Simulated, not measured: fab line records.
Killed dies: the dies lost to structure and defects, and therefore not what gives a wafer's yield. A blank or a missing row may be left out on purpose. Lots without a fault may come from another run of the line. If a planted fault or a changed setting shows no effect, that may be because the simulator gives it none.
Which of the tools did it?	flow gf180mcu	6 lots, 18 wafers sampled, at 3 steps of a route of 602

WHAT THE GAUGES READ, wafer by wafer
GF_CONTACT_THK_MEAS_03.
lot	measured	on	CONTACT_CVD_02_THK (nm)
L654	day 16 07:44	filmMetro-01	854 851 868
L656	day 16 18:33	filmMetro-01	855 876 864
L658	day 17 13:07	filmMetro-04	847 840 852
L662	day 19 04:04	filmMetro-02	850 864 874
L669	day 21 12:59	filmMetro-02	854 873 883
L673	day 22 19:34	filmMetro-02	601 606 867

WHICH TOOL RAN EACH LOT (tool, then ch and the chambers of the sampled wafers, then the start)
lot	GF_NSD_STRIP_11	GF_CONTACT_CVD_02
L654	plasmaAsher-01 ch 0, day 14 11:17	pecvd-04 ch 1,2, day 16 07:40
L656	plasmaAsher-02 ch 0,1, day 14 21:04	pecvd-01 ch 0,1,2, day 16 18:28
L658	plasmaAsher-01 ch 0,1, day 15 14:37	pecvd-01 ch 0,1,2, day 17 13:02
L662	plasmaAsher-02 ch 0,1, day 17 02:05	pecvd-04 ch 1,2, day 19 03:59
L669	plasmaAsher-03 ch 0,1, day 19 09:46	pecvd-04 ch 0,1,2, day 21 12:55
L673	plasmaAsher-01 ch 0,1, day 20 18:47	pecvd-04 ch 0,1,2, day 22 19:29
- GF_NSD_STRIP_11: strips in O2/N2.
- GF_CONTACT_CVD_02: deposits SiO2 from TEOS, target thk 860 nm, time 95.992 s.

THE ANSWER, worked out from the rows above alone
Rule: the lots themselves supply what counts as usual. Put in order of their means at a reading, lots are off if they are a third of the lots or fewer, leave a main group of 4 or more, and stand apart from it by a gap of 3 or more times the standard deviation of the main group's means; of several such gaps the widest counts. A main group whose means are all the same, to the digits that the tables above print for the reading, isn't used. Also off: a lot with no number at a reading for which 4 or more lots have one. Any other lot the step has rows for is counted as sound.
Off: L673, seen at GF_CONTACT_THK_MEAS_03 (CONTACT_CVD_02_THK). The main group has a mean of 860 nm with a standard deviation of 8.
A tool fits if, at a process step before that reading, it ran every lot that is off, and no sound lot after the first of them. The gauges at GF_CONTACT_THK_MEAS_03 are tried like those tools. Can't be told from this: 3 tools fit, plasmaAsher-01 at GF_NSD_STRIP_11, pecvd-04 at GF_CONTACT_CVD_02, filmMetro-02 at GF_CONTACT_THK_MEAS_03.

WHAT THE SIMULATOR PUT IN
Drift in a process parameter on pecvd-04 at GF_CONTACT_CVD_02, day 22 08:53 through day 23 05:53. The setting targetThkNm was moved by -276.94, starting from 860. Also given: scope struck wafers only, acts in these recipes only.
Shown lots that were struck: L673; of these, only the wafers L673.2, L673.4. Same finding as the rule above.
